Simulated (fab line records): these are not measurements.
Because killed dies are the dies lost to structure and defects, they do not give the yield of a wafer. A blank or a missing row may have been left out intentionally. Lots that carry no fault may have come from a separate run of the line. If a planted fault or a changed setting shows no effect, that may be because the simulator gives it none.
A struck lot beside a sound one ; flow sfqLine ; 32 steps out of a route of 325
Sound: these wafers, L630.1, L630.2, L630.5. Wafers struck: L632.1, L632.4, L632.5. The cause is given at the end.
Order at every step that has rows: each side's tool, ch and its chambers, its first start. Under that, the readings that differ: sound wafers ; struck wafers ; difference of the means ; sigmas: that difference in standard deviations of wafers without a fault.
alike: a reading whose means differ by less than 2 such deviations, as well as words and numbers matching on both sides. not compared: withheld readings; readings where some wafer has no value; bounds like >300 that might hide an equal value; numbers whose values overlap and for which the record gives no deviation.
A row with sigmas, a row that says differs or no value, or rows on one side alone: a step with any of these is where the two part. Numbers that don't overlap but have no deviation are shown without sigmas and don't part them. A reading that every wafer of one side lacks parts them only if that side has two wafers or more.

SFQ_INCOMING_BOW_MEAS_900:
  struck on filmMetro-04, day 3 02:00; sound on filmMetro-01, day 2 16:00
  alike: INCOMING_BOW
then, 1 step without rows for these wafers: SFQ_TRILAYER_INCOMING_OXIDATION_002 (target thk 500 nm, ox time 4939 s).
SFQ_TRILAYER_L0_DEP_SPUTTER_003: material MoNx KI, target thk 40 nm, time 100 s.
  struck on pvdSputter-06, day 3 04:29; sound on pvdSputter-06, day 2 18:29
reading;sound;struck;difference;sigmas
cathodeDcPowerW (W);799.95 800.02 800.13;988.09 988.23 987.96;+188.06;+99 or more
model.MoNx_KI_of_TRILAYER_L0_DEP_SPUTTER_003.thkNm (nm);39.57 40.05 40.43;50.51 49.38 50.2;+10.01;
  alike: throttleValvePct
SFQ_L0_RS_MEAS_901: uses a four-point probe to measure.
  struck on filmMetro-01, day 3 04:34; sound on filmMetro-03, day 2 18:34
reading;sound;struck;difference;sigmas
L0_MONX_KI_RS (ohm/sq);44.1 43.5 43.2;34.6 35.3 34.7;-8.7;-17
SFQ_L0_THK_MEAS_902: measures by xrf.
  struck on filmMetro-01, day 3 04:41; sound on filmMetro-03, day 2 18:41
reading;sound;struck;difference;sigmas
L0_MONX_KI_THK (nm);39.2 39.7 40.2;50.2 49.3 50.3;+10.2;+20
then, 6 steps without rows for these wafers: SFQ_TRILAYER_L0_LITHO_COAT_010 (resist thk 62 nm); SFQ_TRILAYER_L0_LITHO_COAT_005 (resist thk 600 nm); SFQ_TRILAYER_L0_LITHO_SOFTBAKE_009; SFQ_TRILAYER_L0_LITHO_EXPOSE_006 (exposes mask L0, target cd 2000 nm); SFQ_TRILAYER_L0_LITHO_PEB_008 (peb time 60 s); SFQ_TRILAYER_L0_LITHO_DEVELOP_007 (time 60 s).
-- the record jumps here: 3 days lie between the struck wafers' starts before and after --
SFQ_TRILAYER_L0_BARC_OPEN_METAL_ETCH_010: etches BARC in O2, target depth 125 nm, time 41.7 s.
  sound on rieMetal-01 ch 0,1, day 5 20:59; struck on rieMetal-01 ch 0, day 6 05:23
  alike: chamberPressureMTorr, drypumpMotorCurrentA, oesProductAu
  not compared: rfHoursCounterH
SFQ_TRILAYER_L0_ETCH_METAL_ETCH_008: etches MoNx KI in SF6/O2, stops on SiO2, target depth 50 nm, time 25 s.
  sound on rieMetal-01 ch 0,1, day 5 21:02; struck on rieMetal-01 ch 0, day 6 05:26
reading;sound;struck;difference;sigmas
oesProductAu (a.u.);0.870 0.867 0.883;1.000 0.987 0.996;+0.121;+16
  alike: chamberPressureMTorr, drypumpMotorCurrentA
  not compared: rfHoursCounterH
SFQ_TRILAYER_L0_STRIP_STRIP_009: strips in O2.
  sound on rieMetal-01 ch 0,1, day 5 21:05; struck on rieMetal-01 ch 0, day 6 05:29
  alike: chamberPressureMTorr, drypumpMotorCurrentA, oesProductAu
  not compared: rfHoursCounterH
then, 1 step without rows for these wafers: SFQ_TRILAYER_L0_STRIP_SOLV_CLEAN_010 (cleans in NMP, time 600 s).
SFQ_TRILAYER_L0_CAP_PECVD_011: deposits SiO2 from SiH4/N2O, time 13.333 s, target thk 60 nm.
  sound on pecvd-03 ch 1,2, day 5 22:02; struck on pecvd-03 ch 0,1, day 6 06:16
  alike: heaterPowerW, throttleValvePct
then, 6 steps without rows for these wafers: SFQ_TRILAYER_L0_VIA_LITHO_COAT_018 (resist thk 62 nm); SFQ_TRILAYER_L0_VIA_LITHO_COAT_013 (resist thk 650 nm); SFQ_TRILAYER_L0_VIA_LITHO_SOFTBAKE_017; SFQ_TRILAYER_L0_VIA_LITHO_EXPOSE_014 (exposes mask L0V, target cd 700 nm); SFQ_TRILAYER_L0_VIA_LITHO_PEB_016 (peb time 60 s); SFQ_TRILAYER_L0_VIA_LITHO_DEVELOP_015 (time 60 s).
-- the record jumps here: 4 days lie between the struck wafers' starts before and after --
SFQ_L0V_OVL_MEAS_903:
  struck on overlay-01, day 9 22:34; sound on overlay-02, day 9 12:31
  alike: L0V_OVL
SFQ_TRILAYER_L0_VIA_BARC_OPEN_VIA_ETCH_021: etches BARC in O2, target depth 125 nm, time 41.7 s.
  sound on rieDiel-02 ch 2,3, day 9 12:33; struck on rieDiel-04 ch 0,3, day 9 22:36
  alike: chamberPressureMTorr, drypumpMotorCurrentA, oesProductAu
  not compared: rfHoursCounterH
SFQ_TRILAYER_L0_VIA_ETCH_VIA_ETCH_016: etches SiO2 in CHF3, stops on MoNx KI, target depth 80 nm.
  sound on rieDiel-02 ch 2,3, day 9 12:35; struck on rieDiel-04 ch 0,3, day 9 22:38
  alike: chamberPressureMTorr, drypumpMotorCurrentA, oesProductAu
then, 4 steps without rows for these wafers: SFQ_TRILAYER_L0_VIA_STRIP_STRIP_017 (strips in O2); SFQ_TRILAYER_L0_VIA_STRIP_SOLV_CLEAN_018 (cleans in NMP, time 600 s); SFQ_TRILAYER_M0_DEP_PRE_CLEAN_020 (time 15 s); SFQ_TRILAYER_M0_DEP_SPUTTER_019 (material Nb, target thk 200 nm, time 133.3 s).
SFQ_M0_RS_MEAS_904: uses a four-point probe to measure.
  struck on filmMetro-01, day 9 23:36; sound on filmMetro-03, day 9 13:32
  alike: M0_NB_RS
then, 1 step without rows for these wafers: SFQ_TRILAYER_M0_LITHO_COAT_026 (resist thk 62 nm).
-- the record jumps here: 68 days lie between the struck wafers' starts before and after --
SFQ_M8_BOW_MEAS_951:
  struck on filmMetro-03, day 77 12:14; sound on filmMetro-02, day 77 00:07
reading;sound;struck;difference;sigmas
model.etest.l0v.linkOhm;44.94 44.42 44.01;35.42 36.2 35.62;-8.71;
model.etest.l0.ohmSq;44.02 43.49 43.09;34.48 35.28 34.7;-8.71;
model.etest.l0.ohmUm;22.01 21.77 21.55;17.23 17.63 17.34;-4.38;
  alike: M8_BOW

## WHERE THEY PART
Earliest at SFQ_TRILAYER_L0_DEP_SPUTTER_003; latest, in this record, at SFQ_TRILAYER_L0_ETCH_METAL_ETCH_008. Later steps at which nothing parts them and some readings are alike: SFQ_TRILAYER_L0_STRIP_STRIP_009, SFQ_TRILAYER_L0_CAP_PECVD_011, SFQ_L0V_OVL_MEAS_903, SFQ_TRILAYER_L0_VIA_BARC_OPEN_VIA_ETCH_021, SFQ_TRILAYER_L0_VIA_ETCH_VIA_ETCH_016, SFQ_M0_RS_MEAS_904, SFQ_M8_BOW_MEAS_951.

WHY: the cause the simulator had injected
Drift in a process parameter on pvdSputter-06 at SFQ_TRILAYER_L0_DEP_SPUTTER_003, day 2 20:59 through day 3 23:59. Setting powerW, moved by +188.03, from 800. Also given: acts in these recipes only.
